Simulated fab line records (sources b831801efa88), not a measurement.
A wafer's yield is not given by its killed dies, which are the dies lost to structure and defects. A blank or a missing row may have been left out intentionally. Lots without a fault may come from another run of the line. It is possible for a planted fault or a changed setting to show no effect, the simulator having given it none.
fab line records    flow sky130
record lots=6  wafers=18  last_day=48
route steps=708 shown LDD_N@241 LDD_P@255 LDD_HVN@267 LDD_HVP@278 PAD_OPEN@708
lots that met no fault: taken from a fault-free run of the same line
start_h: hours from the record's opening day to when the first of the lot's shown wafers began    wait_h: how many hours have passed since the lot's step before this one    " repeats the value in the row above    L1.1+2: a row that stands for several wafers    - value missing, or start not given    * or withheld: withheld    < > ~ a bound
route shown NAME@n: names a module that has steps shown in the file, with the first one's number in the route    usual: mean and standard deviation over wafers with no fault    same: alike in all rows    chamber/n: place in a boat    sites: the reading at each site    _std_site: standard deviation of those values    _edge_site: inner sites' mean taken away from outer sites' mean    radius_mm: how far each site lies from the wafer's centre    mask NAME#n: copy n    behind: the tool/chamber that last shaped the wafer    hold: cause of the lot's hold/its duration in hours/its outcome    device: the transistor (n, p or np) that didn't switch    end of line: the same wafers' tests at the end of the route    a step with no rows: only its recipe    killed: dies lost to structure and defects at the first sort, not the wafer's yield    map: per-die view of a wafer (x killed, . not killed, _ where there is no die)
set.NAME: the setting as run; set.NAME@STEP: as run at that earlier step    model.NAME: the simulator's own value behind a step, which no gauge read
lots at selected steps of the route; one table per step, one row per wafer
services: when a tool's chamber went out of use (start_h, in hours from the record's first day, below 0 if earlier), for how many hours, and the reason
## steps
# step SKY_LDD_N_EXPOSE_04
# recipe mask_id=NTM  target_cd_nm=840  na=0.6  source_shape=conventional  sigma_outer=0.6  dose_mj=110
# step SKY_LDD_N_PEB_05
# recipe temp_c=withheld  time_s=*  resist=NOVOLAK
# step SKY_LDD_N_DEVELOP_06
# recipe develop_time_s=60  dev_temp_c=23
# step SKY_LDD_N_OVL_MEAS_07
# usual LDD_N_OVL=0.4/1.5
lot.wafer  tool        chamber  start_h  wait_h  LDD_N_OVL[nm]
L908.1     overlay-01  -        401.98   0.1     4.5
L908.4     "           -        "        "       2.8
L908.6     "           -        "        "       1.5
L910.2     overlay-02  -        421.58   0.1     -0.3
L910.3     "           -        "        "       -2.1
L910.5     "           -        "        "       -0.5
L916.1     overlay-01  -        485.73   0.1     2.7
L916.4     "           -        "        "       1.6
L916.6     "           -        "        "       1.8
L915.3     overlay-02  -        486.09   0.1     0.0
L915.4     "           -        "        "       0.7
L915.6     "           -        "        "       -0.2
L918.1     overlay-02  -        487.48   0.1     2.0
L918.4     "           -        "        "       1.6
L918.5     "           -        "        "       1.3
L919.1     overlay-01  -        506.33   0.1     -2.7
L919.4     "           -        "        "       -2.0
L919.6     "           -        "        "       -1.3
# step SKY_LDD_N_IMPLANT_08
# recipe species=As  energy_kev=20  dose_cm2=7.5e+13  tilt_deg=withheld  rotation_deg=23
# step SKY_LDD_N_IMPLANT_09
# recipe species=As  energy_kev=20  dose_cm2=7.5e+13  tilt_deg=withheld  rotation_deg=113
# step SKY_LDD_N_IMPLANT_10
# recipe species=As  energy_kev=20  dose_cm2=7.5e+13  tilt_deg=withheld  rotation_deg=203
# step SKY_LDD_N_IMPLANT_11
# recipe species=As  energy_kev=20  dose_cm2=7.5e+13  tilt_deg=withheld  rotation_deg=293
# step SKY_LDD_N_IMPLANT_12
# recipe species=BF2  energy_kev=50  dose_cm2=5e+12  tilt_deg=30  rotation_deg=0
# step SKY_LDD_N_IMPLANT_13
# recipe species=BF2  energy_kev=50  dose_cm2=5e+12  tilt_deg=30  rotation_deg=90
# step SKY_LDD_N_IMPLANT_14
# recipe species=BF2  energy_kev=50  dose_cm2=5e+12  tilt_deg=30  rotation_deg=180
# step SKY_LDD_N_IMPLANT_15
# recipe species=BF2  energy_kev=50  dose_cm2=5e+12  tilt_deg=30  rotation_deg=270
# step SKY_LDD_N_STRIP_16
# recipe chemistry=O2/N2  power_w=1400  pressure_mtorr=1500  platen_temp_c=withheld  o2_flow_sccm=3000  n2_flow_sccm=300  overash_fraction=0.5
# usual drypump_motor_current_A=5.7/0.67  n2_flow_sccm=299.8/0.85  oes_product_au=0.406/0.0046  strip_time_to_endpoint_s=4.313/0.015
lot.wafer  tool             chamber  start_h  wait_h  drypump_motor_current_A  n2_flow_sccm  oes_product_au  rf_hours_counter_h  strip_time_to_endpoint_s
L908.1     plasma_asher-02  0        403.21   0.1     6.2                      301.0         0.407           74                  4.308
L908.4     "                1        "        "       5.2                      299.4         0.397           -                   4.322
L908.6     "                0        "        "       6.2                      300.1         0.409           -                   4.314
L910.2     plasma_asher-04  0        422.81   0.1     6.5                      299.6         0.405           72                  4.320
L910.3     "                0        "        "       6.5                      300.5         0.404           -                   4.359
L910.5     "                0        "        "       6.5                      300.3         0.412           -                   4.336
L916.1     plasma_asher-02  1        486.96   0.1     5.2                      300.2         0.400           5                   4.349
L916.4     "                1        "        "       5.2                      299.1         0.405           -                   4.308
L916.6     "                1        "        "       5.2                      300.6         0.411           -                   4.320
L915.3     plasma_asher-02  1        487.35   0.1     5.1                      301.0         0.394           -                   4.313
L915.4     "                0        "        "       6.2                      299.5         0.412           -                   4.295
L915.6     "                0        "        "       6.2                      298.6         0.406           -                   4.317
L918.1     plasma_asher-02  1        488.71   0.1     5.2                      300.3         0.413           5                   4.319
L918.4     "                1        "        "       5.2                      299.6         0.411           -                   4.315
L918.5     "                1        "        "       5.2                      300.3         0.404           -                   4.310
L919.1     plasma_asher-02  1        507.56   0.1     5.2                      299.1         0.405           7                   4.293
L919.4     "                0        "        "       6.2                      300.2         0.419           -                   4.316
L919.6     "                1        "        "       5.2                      299.4         0.405           -                   4.287
# step SKY_LDD_N_TW_MEAS_17
# usual LDD_N_TW=2624/17
lot.wafer  tool           chamber  start_h  wait_h  LDD_N_TW
L908.1     film_metro-04  -        403.31   0.1     2644
L908.4     "              -        "        "       2641
L908.6     "              -        "        "       2657
L910.2     film_metro-01  -        422.92   0.1     2624
L910.3     "              -        "        "       2611
L910.5     "              -        "        "       2625
L916.1     film_metro-02  -        487.06   0.1     2603
L916.4     "              -        "        "       2610
L916.6     "              -        "        "       2618
L915.3     film_metro-02  -        487.43   0.1     2609
L915.4     "              -        "        "       2626
L915.6     "              -        "        "       2629
L918.1     film_metro-02  -        488.81   0.1     2611
L918.4     "              -        "        "       2619
L918.5     "              -        "        "       2621
L919.1     film_metro-02  -        507.66   0.1     2605
L919.4     "              -        "        "       2614
L919.6     "              -        "        "       2608
# step SKY_LDD_P_DEHYDRATE_00
# recipe temp_c=200  time_s=60
# step SKY_LDD_P_HMDS_01
# recipe prime_time_s=60  prime_temp_c=120
# step SKY_LDD_P_COAT_02
# recipe resist=NOVOLAK  spin_rpm=3000  resist_thk_nm=1140
# step SKY_LDD_P_SOFTBAKE_03
# recipe temp_c=90  time_s=60  resist=NOVOLAK
# step SKY_LDD_P_EXPOSE_04
# recipe mask_id=PSDM  na=0.6  source_shape=conventional  sigma_outer=0.6  polarization=unpolarized  target_cd_nm=380  dose_mj=138
# step SKY_LDD_P_PEB_05
# recipe temp_c=withheld  time_s=*  resist=NOVOLAK
# step SKY_LDD_P_DEVELOP_06
# recipe resist=NOVOLAK  developer=TMAH  develop_time_s=60  dev_temp_c=23
# step SKY_LDD_P_CD_MEAS_07
# recipe target_cd_nm=380
# usual cd_nm=378.8/2.1
lot.wafer  tool       chamber  start_h  wait_h  cd_nm
L908.1     cd_sem-02  -        433.08   0.1     383.4
L908.4     "          -        "        "       382.0
L908.6     "          -        "        "       380.5
L910.2     cd_sem-01  -        453.50   0.1     373.9
L910.3     "          -        "        "       377.8
L910.5     "          -        "        "       375.5
L916.1     cd_sem-02  -        517.13   0.1     380.3
L916.4     "          -        "        "       380.6
L916.6     "          -        "        "       377.5
L915.3     cd_sem-01  -        517.47   0.1     379.2
L915.4     "          -        "        "       375.0
L915.6     "          -        "        "       379.0
L918.1     cd_sem-01  -        519.13   0.1     376.3
L918.4     "          -        "        "       376.5
L918.5     "          -        "        "       378.4
L919.1     cd_sem-01  -        537.83   0.1     378.6
L919.4     "          -        "        "       381.0
L919.6     "          -        "        "       377.6
# step SKY_LDD_P_OVL_MEAS_08
# usual LDD_P_OVL=-0.4/1.3
lot.wafer  tool        chamber  start_h  wait_h  LDD_P_OVL[nm]
L908.1     overlay-01  -        433.20   0.1     -1.1
L908.4     "           -        "        "       -0.3
L908.6     "           -        "        "       -1.7
L910.2     overlay-02  -        453.60   0.1     -0.7
L910.3     "           -        "        "       -0.8
L910.5     "           -        "        "       -0.1
L916.1     overlay-01  -        517.25   0.1     -0.4
L916.4     "           -        "        "       0.0
L916.6     "           -        "        "       0.8
L915.3     overlay-02  -        517.56   0.1     0.7
L915.4     "           -        "        "       0.6
L915.6     "           -        "        "       -0.5
L918.1     overlay-02  -        519.25   0.1     0.4
L918.4     "           -        "        "       0.6
L918.5     "           -        "        "       -1.0
L919.1     overlay-02  -        537.95   0.1     -0.7
L919.4     "           -        "        "       0.0
L919.6     "           -        "        "       -3.8
# step SKY_LDD_P_IMPLANT_09
# recipe species=BF2  energy_kev=25  dose_cm2=1e+13  tilt_deg=withheld
# step SKY_LDD_P_STRIP_10
# recipe chemistry=O2/N2  power_w=1400  pressure_mtorr=1500  platen_temp_c=withheld  o2_flow_sccm=3000  n2_flow_sccm=300  overash_fraction=0.5
# usual drypump_motor_current_A=5.7/0.38  n2_flow_sccm=300.1/0.81  oes_product_au=0.716/0.0047  strip_time_to_endpoint_s=14.19/0.038
lot.wafer  tool             chamber  start_h  wait_h  drypump_motor_current_A  n2_flow_sccm  oes_product_au  rf_hours_counter_h  strip_time_to_endpoint_s
L908.1     plasma_asher-02  0        433.39   0.1     6.2                      299.2         0.715           0                   14.22
L908.4     "                1        "        "       5.1                      300.9         0.716           -                   14.20
L908.6     "                0        "        "       6.2                      299.8         0.717           -                   14.16
L910.2     plasma_asher-03  1        453.78   0.1     5.3                      299.1         0.710           65                  14.22
L910.3     "                0        "        "       5.8                      301.5         0.716           -                   14.17
L910.5     "                0        "        "       5.8                      299.4         0.717           -                   14.18
L916.1     plasma_asher-03  0        517.43   0.1     5.8                      301.0         0.716           73                  14.15
L916.4     "                1        "        "       5.3                      298.8         0.711           -                   14.18
L916.6     "                1        "        "       5.3                      300.0         0.709           -                   14.17
L915.3     plasma_asher-01  0        517.77   0.1     6.2                      300.1         0.712           -                   14.16
L915.4     "                1        "        "       5.5                      300.5         0.716           -                   14.22
L915.6     "                1        "        "       5.5                      301.1         0.713           -                   14.18
L918.1     plasma_asher-03  0        519.43   0.1     5.8                      299.1         0.715           73                  14.24
L918.4     "                0        "        "       5.8                      300.8         0.721           -                   14.21
L918.5     "                0        "        "       5.8                      300.1         0.713           -                   14.20
L919.1     plasma_asher-03  0        538.13   0.1     5.8                      300.1         0.716           75                  14.17
L919.4     "                1        "        "       5.3                      300.6         0.723           -                   14.16
L919.6     "                1        "        "       5.3                      301.2         0.711           -                   14.20
# step SKY_LDD_P_TW_MEAS_11
# usual LDD_P_TW=642/4.7
lot.wafer  tool           chamber  start_h  wait_h  LDD_P_TW
L908.1     film_metro-03  -        433.49   0.1     635
L908.4     "              -        "        "       635
L908.6     "              -        "        "       634
L910.2     film_metro-02  -        453.89   0.1     642
L910.3     "              -        "        "       643
L910.5     "              -        "        "       636
L916.1     film_metro-02  -        517.53   0.1     642
L916.4     "              -        "        "       640
L916.6     "              -        "        "       642
L915.3     film_metro-01  -        517.85   0.1     649
L915.4     "              -        "        "       650
L915.6     "              -        "        "       652
L918.1     film_metro-02  -        519.53   0.1     640
L918.4     "              -        "        "       638
L918.5     "              -        "        "       638
L919.1     film_metro-01  -        538.23   0.1     638
L919.4     "              -        "        "       644
L919.6     "              -        "        "       644
# step SKY_LDD_HVN_DEHYDRATE_00
# recipe temp_c=200  time_s=60
# step SKY_LDD_HVN_HMDS_01
# recipe prime_time_s=60  prime_temp_c=120
# step SKY_LDD_HVN_COAT_02
# recipe resist=NOVOLAK  spin_rpm=3000  resist_thk_nm=300
# step SKY_LDD_HVN_SOFTBAKE_03
# recipe temp_c=90  time_s=60  resist=NOVOLAK
# step SKY_LDD_HVN_EXPOSE_04
# recipe mask_id=HVNTM  na=0.6  source_shape=conventional  sigma_outer=0.6  polarization=unpolarized  target_cd_nm=700  dose_mj=127
# step SKY_LDD_HVN_PEB_05
# recipe temp_c=withheld  time_s=*  resist=NOVOLAK
# step SKY_LDD_HVN_DEVELOP_06
# recipe resist=NOVOLAK  developer=TMAH  develop_time_s=60  dev_temp_c=23
# step SKY_LDD_HVN_OVL_MEAS_07
# usual LDD_HVN_OVL=0.8/1.4
lot.wafer  tool        chamber  start_h  wait_h  LDD_HVN_OVL[nm]
L908.1     overlay-02  -        464.88   0.1     1.8
L908.4     "           -        "        "       0.5
L908.6     "           -        "        "       0.0
L910.2     overlay-01  -        483.83   0.1     -0.8
L910.3     "           -        "        "       -1.2
L910.5     "           -        "        "       -1.1
L916.1     overlay-02  -        547.23   0.1     1.3
L916.4     "           -        "        "       -1.3
L916.6     "           -        "        "       1.9
L915.3     overlay-02  -        547.79   0.1     1.1
L915.4     "           -        "        "       1.2
L915.6     "           -        "        "       0.8
L918.1     overlay-02  -        549.31   0.1     -0.5
L918.4     "           -        "        "       1.0
L918.5     "           -        "        "       0.8
L919.1     overlay-02  -        568.41   0.1     2.4
L919.4     "           -        "        "       2.0
L919.6     "           -        "        "       0.9
# step SKY_LDD_HVN_IMPLANT_08
# recipe species=P  energy_kev=60  dose_cm2=3e+13  tilt_deg=40
# step SKY_LDD_HVN_STRIP_09
# recipe chemistry=O2/N2  power_w=1400  pressure_mtorr=1500  platen_temp_c=withheld  o2_flow_sccm=3000  n2_flow_sccm=300  overash_fraction=0.5
# usual drypump_motor_current_A=5.6/0.67  n2_flow_sccm=300.0/0.85  oes_product_au=0.408/0.0051  strip_time_to_endpoint_s=4.139/0.013
lot.wafer  tool             chamber  start_h  wait_h  drypump_motor_current_A  n2_flow_sccm  oes_product_au  rf_hours_counter_h  strip_time_to_endpoint_s
L908.1     plasma_asher-03  1        465.06   0.1     5.3                      299.6         0.407           67                  4.145
L908.4     "                1        "        "       5.3                      301.5         0.406           -                   4.138
L908.6     "                0        "        "       5.8                      301.0         0.408           -                   4.139
L910.2     plasma_asher-03  1        484.01   0.1     5.3                      299.4         0.416           70                  4.154
L910.3     "                0        "        "       5.8                      299.6         0.404           -                   4.134
L910.5     "                1        "        "       5.3                      299.8         0.413           -                   4.144
L916.1     plasma_asher-04  0        547.41   0.1     6.5                      300.0         0.411           87                  4.138
L916.4     "                1        "        "       4.7                      300.4         0.411           -                   4.126
L916.6     "                0        "        "       6.5                      300.6         0.399           -                   4.120
L915.3     plasma_asher-01  1        547.99   0.1     5.4                      300.0         0.411           -                   4.120
L915.4     "                0        "        "       6.2                      299.7         0.409           -                   4.124
L915.6     "                1        "        "       5.5                      300.5         0.404           -                   4.130
L918.1     plasma_asher-01  1        549.50   0.1     5.4                      299.4         0.407           38                  4.178
L918.4     "                1        "        "       5.4                      298.9         0.406           -                   4.127
L918.5     "                0        "        "       6.1                      299.1         0.411           -                   4.129
L919.1     plasma_asher-01  1        568.60   0.1     5.4                      300.0         0.411           40                  4.121
L919.4     "                0        "        "       6.2                      299.3         0.417           -                   4.131
L919.6     "                1        "        "       5.5                      299.0         0.407           -                   4.120
# step SKY_LDD_HVN_TW_MEAS_10
# usual LDD_HVN_TW=1450/12
lot.wafer  tool           chamber  start_h  wait_h  LDD_HVN_TW
L908.1     film_metro-01  -        465.16   0.1     1464
L908.4     "              -        "        "       1459
L908.6     "              -        "        "       1457
L910.2     film_metro-03  -        484.12   0.1     1445
L910.3     "              -        "        "       1445
L910.5     "              -        "        "       1449
L916.1     film_metro-01  -        547.69   0.2     1452
L916.4     "              -        "        "       1445
L916.6     "              -        "        "       1448
L915.3     film_metro-04  -        548.08   0.1     1470
L915.4     "              -        "        "       1468
L915.6     "              -        "        "       1476
L918.1     film_metro-04  -        549.60   0.1     1456
L918.4     "              -        "        "       1476
L918.5     "              -        "        "       1470
L919.1     film_metro-04  -        568.70   0.1     1467
L919.4     "              -        "        "       1465
L919.6     "              -        "        "       1464
# step SKY_LDD_HVP_DEHYDRATE_00
# recipe temp_c=200  time_s=60
# step SKY_LDD_HVP_HMDS_01
# recipe prime_time_s=60  prime_temp_c=120
# step SKY_LDD_HVP_COAT_02
# recipe resist=NOVOLAK  spin_rpm=3000  resist_thk_nm=300
# step SKY_LDD_HVP_SOFTBAKE_03
# recipe temp_c=90  time_s=60  resist=NOVOLAK
# step SKY_LDD_HVP_EXPOSE_04
# recipe mask_id=HVPTM  na=0.6  source_shape=conventional  sigma_outer=0.6  polarization=unpolarized  target_cd_nm=700  dose_mj=86
# step SKY_PAD_OPEN_PROBE_99
# usual killed_at_M0_to_M3=43/6.4  killed_at_M4_up=2.9/1.7  killed_at_contacts=24/5  killed_at_front_end=15/4  killed_at_other=0.4/0.62  killed_dies=86/9.3  killed_open=47/6.8  killed_short=38/5.8
# same gross_dies=492  killed_at_back_side=0
lot.wafer  tool       chamber  start_h  wait_h  killed_at_M0_to_M3  killed_at_M4_up  killed_at_contacts  killed_at_front_end  killed_at_other  killed_dies  killed_open  killed_short
L908.1     prober-01  -        1076.09  0.1     34                  5                30                  15                   0                84           44           40
L908.4     prober-01  -        1076.24  0.2     43                  5                24                  10                   2                84           48           36
L908.6     prober-01  -        1076.34  0.2     43                  5                20                  16                   2                86           54           31
L910.2     prober-01  -        1087.80  0.1     45                  3                22                  13                   0                83           45           38
L910.3     prober-01  -        1087.85  0.2     38                  3                22                  17                   0                80           42           38
L910.5     prober-01  -        1087.95  0.2     40                  3                18                  12                   0                73           40           33
L916.1     prober-02  -        1139.05  0.1     46                  0                25                  19                   0                90           53           36
L916.4     prober-02  -        1139.20  0.2     43                  4                20                  23                   3                93           55           35
L916.6     prober-02  -        1139.30  0.2     41                  2                22                  17                   1                83           49           34
L915.3     prober-02  -        1140.45  0.2     44                  2                21                  12                   1                80           41           38
L915.4     prober-02  -        1140.50  0.2     45                  4                31                  15                   2                97           43           54
L915.6     prober-02  -        1140.60  0.2     38                  3                15                  17                   0                73           40           32
L918.1     prober-02  -        1141.85  0.1     42                  1                21                  46                   1                111          50           34
L918.4     prober-02  -        1142.00  0.2     57                  4                25                  41                   1                128          54           44
L918.5     prober-02  -        1142.05  0.2     43                  4                16                  46                   0                109          42           33
L919.1     prober-01  -        1144.80  0.1     58                  4                19                  50                   0                131          54           43
L919.4     prober-01  -        1144.95  0.2     43                  3                29                  9                    0                84           47           37
L919.6     prober-01  -        1145.05  0.2     42                  3                23                  53                   1                122          53           37
# killed by level:class
L908.1 CONTACT:geometric_particle:open=11 LI_CONTACT:geometric_particle:open=8 LI_CONTACT:geometric_particle:short=7 VIA3:geometric_particle:open=6 FIELD_ISO:geometric_particle:open=5 VIA1:geometric_particle:short=5 METAL2:geometric_particle:short=4 VIA2:geometric_particle:open=4
L908.4 CONTACT:geometric_particle:open=12 VIA1:geometric_particle:open=8 LI_CONTACT:geometric_particle:open=7 VIA2:geometric_particle:short=7 VIA2:geometric_particle:open=7 METAL2:geometric_particle:short=6 VIA1:geometric_particle:short=5 FIELD_ISO:geometric_particle:open=3
L908.6 VIA3:geometric_particle:open=9 LI_CONTACT:geometric_particle:open=9 CONTACT:geometric_particle:open=9 VIA1:geometric_particle:open=7 VIA2:geometric_particle:open=7 FIELD_ISO:geometric_particle:open=5 METAL1:geometric_particle:short=5 POLY_GATE:geometric_particle:open=4
L910.2 LI_CONTACT:geometric_particle:open=10 VIA3:geometric_particle:open=10 VIA1:geometric_particle:short=8 VIA1:geometric_particle:open=8 FIELD_ISO:geometric_particle:short=5 METAL1:geometric_particle:short=4 VIA2:geometric_particle:open=4 POLY_GATE:geometric_particle:open=3
L910.3 LI_CONTACT:geometric_particle:open=8 METAL1:geometric_particle:short=6 CONTACT:geometric_particle:open=6 VIA2:geometric_particle:open=6 FIELD_ISO:geometric_particle:open=5 METAL2:geometric_particle:short=5 VIA1:geometric_particle:open=5 VIA3:geometric_particle:open=4
L910.5 VIA1:geometric_particle:open=11 CONTACT:geometric_particle:open=7 CONTACT:geometric_particle:short=6 VIA1:geometric_particle:short=6 METAL1:geometric_particle:short=5 VIA2:geometric_particle:open=5 FIELD_ISO:geometric_particle:open=4 LI_CONTACT:geometric_particle:open=3
L916.1 VIA1:geometric_particle:open=16 CONTACT:geometric_particle:open=12 VIA2:geometric_particle:open=7 LI_CONTACT:geometric_particle:open=6 FIELD_ISO:geometric_particle:short=5 FIELD_ISO:geometric_particle:open=5 VIA3:geometric_particle:short=5 VIA1:geometric_particle:short=4
L916.4 FIELD_ISO:geometric_particle:open=10 VIA1:geometric_particle:open=10 CONTACT:geometric_particle:open=9 VIA3:geometric_particle:open=8 VIA2:geometric_particle:open=6 METAL2:geometric_particle:short=6 FIELD_ISO:geometric_particle:short=5 VIA1:geometric_particle:short=5
L916.6 VIA1:geometric_particle:open=14 CONTACT:geometric_particle:open=10 FIELD_ISO:geometric_particle:short=5 VIA2:geometric_particle:open=5 VIA3:geometric_particle:short=5 LI_CONTACT:geometric_particle:open=4 METAL1:geometric_particle:short=4 FIELD_ISO:geometric_particle:open=3
L915.3 VIA1:geometric_particle:open=9 CONTACT:geometric_particle:open=9 METAL1:geometric_particle:short=9 LI_CONTACT:geometric_particle:short=6 VIA1:geometric_particle:short=5 VIA2:geometric_particle:open=5 VIA3:geometric_particle:open=5 FIELD_ISO:geometric_particle:short=3
L915.4 CONTACT:geometric_particle:short=11 METAL2:geometric_particle:short=10 LI_CONTACT:geometric_particle:open=7 CONTACT:geometric_particle:open=7 VIA1:geometric_particle:open=7 VIA2:geometric_particle:open=6 VIA2:geometric_particle:short=6 FIELD_ISO:geometric_particle:short=5
L915.6 VIA2:geometric_particle:open=8 FIELD_ISO:geometric_particle:open=7 FIELD_ISO:geometric_particle:short=7 VIA3:geometric_particle:open=6 VIA1:geometric_particle:short=5 CONTACT:geometric_particle:open=5 CONTACT:geometric_particle:short=5 VIA1:geometric_particle:open=5
L918.1 LDD_N:unspecified=27 VIA1:geometric_particle:open=11 LI_CONTACT:geometric_particle:open=9 VIA3:geometric_particle:open=9 POLY_GATE:geometric_particle:short=7 CONTACT:geometric_particle:open=6 FIELD_ISO:geometric_particle:short=4 METAL2:geometric_particle:short=4
L918.4 LDD_N:unspecified=30 VIA1:geometric_particle:open=13 CONTACT:geometric_particle:open=11 VIA3:geometric_particle:open=10 METAL1:geometric_particle:short=8 METAL2:geometric_particle:short=8 LOCAL_INTERCONNECT:geometric_particle:short=5 CONTACT:geometric_particle:short=5
L918.5 LDD_N:unspecified=34 VIA2:geometric_particle:open=8 VIA1:geometric_particle:short=7 CONTACT:geometric_particle:open=6 VIA1:geometric_particle:open=6 POLY_GATE:geometric_particle:open=5 LOCAL_INTERCONNECT:geometric_particle:short=5 LI_CONTACT:geometric_particle:open=4
L919.1 LDD_N:unspecified=34 VIA1:geometric_particle:open=13 VIA2:geometric_particle:open=8 CONTACT:geometric_particle:open=7 METAL2:geometric_particle:short=6 VIA2:geometric_particle:short=6 VIA3:geometric_particle:open=6 FIELD_ISO:geometric_particle:short=5
L919.4 VIA1:geometric_particle:open=15 LI_CONTACT:geometric_particle:open=10 CONTACT:geometric_particle:open=10 METAL2:geometric_particle:short=7 VIA1:geometric_particle:short=5 FIELD_ISO:geometric_particle:open=4 CONTACT:geometric_particle:short=4 VIA3:geometric_particle:short=4
L919.6 LDD_N:unspecified=32 CONTACT:geometric_particle:open=11 VIA1:geometric_particle:open=9 VIA2:geometric_particle:open=8 LI_CONTACT:geometric_particle:open=6 METAL1:geometric_particle:short=6 VIA3:geometric_particle:open=6 FIELD_ISO:geometric_particle:open=5
# map L918.4 (x killed, . not)
__________.x..x...x._________
________..x...x..x.x.._______
______.xx..xxxx......xx._____
_____x......xxx..........____
____....x.................___
___.......x...x.x.x....x..x__
__...x.x..x........x..xx...._
_xxxx...........x.x........x.
_xxxx...............xx.x.....
_xxxxx.x.......x..x........x.
_xxxxxxx....x............x...
_xxxxx......x.....x...x..xx..
_xxxxxx......x.x.x...........
_.xxxx.x..........x.x...x....
_.x.x.x.........x..........x.
__.x......x......x..x.....x._
___x.....xxx.....x.........__
____..x.x....x............___
_____xx..x....x.x...xxx..____
______x..x.......xx...x._____
________..xx.....x...x_______
__________.x.....x.._________
# map L919.1 (x killed, . not)
__________.x......x._________
________....x.....x.x._______
______....x...x...x...xx_____
_____..x........x......x.____
____x..........x.......x..___
___.xx...........x.x.x.....__
__..x.x...x..x..........x..._
_x.x..x..xxx.x.xx...........x
_xxx..x.xx......xx..xx...x...
_xxxxxxxx.....x..........x...
_xxxxxx..x......x..........x.
_xxxxxx.x...........x........
_xxxxx.....xx....x.x..x...x.x
_x.xxx.x.x..x.....xxx..x.x...
_..x.xx......x...............
__xx.............x..x.....x._
___.x...x...x.x..x.....x...__
____........x..xxxx..x....___
_____....xx....x.....xx..____
______..x..x....x......x_____
________...x....x....._______
__________...x......_________
## services
tool             chamber  start_h  hours  kind
plasma_asher-04  -        399.03   1.3    repair
plasma_asher-02  -        421.25   9.0    pm
plasma_asher-02  0        421.25   9.0    vent_cycle
plasma_asher-02  1        421.25   9.0    vent_cycle
plasma_asher-02  0        430.25   -      clean
plasma_asher-02  1        430.25   -      clean
plasma_asher-02  -        436.00   8.8    repair
plasma_asher-02  -        450.15   1.2    repair
plasma_asher-01  -        456.44   28.1   pm
plasma_asher-02  -        468.69   10.2   repair
plasma_asher-01  -        486.24   1.1    repair
plasma_asher-01  -        490.53   2.8    pm
plasma_asher-02  -        529.87   14.6   pm
plasma_asher-03  -        547.75   0.9    repair
## key
first_sign step=SKY_PAD_OPEN_PROBE_99  reading=killed_at_front_end  direction=up  sigmas=8.1  usual=15  struck=47
effect step=SKY_PAD_OPEN_PROBE_99  reading=killed_dies  direction=up  sigmas=3.7  usual=86  struck=120
met_at SKY_LDD_N_STRIP_16
struck_wafers L918.1,L918.4,L918.5,L919.1,L919.6
tester_left_out L918,L919
onset_between 487.35 488.71
fault kind=chamber_particle_source  tool=plasma_asher-02  chamber=1  onset_h=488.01  steps=SKY_LDD_N_STRIP_16  rate_per_visit_cm2=0.53004  end_h=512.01
# tester_left_out: of these lots the tester's yield and bins aren't shown, on N5 and GAA mostly nor the transistor test; their killed dies are dies lost to structure and defects alone, not to doping, threshold or leakage, so they don't give the yield
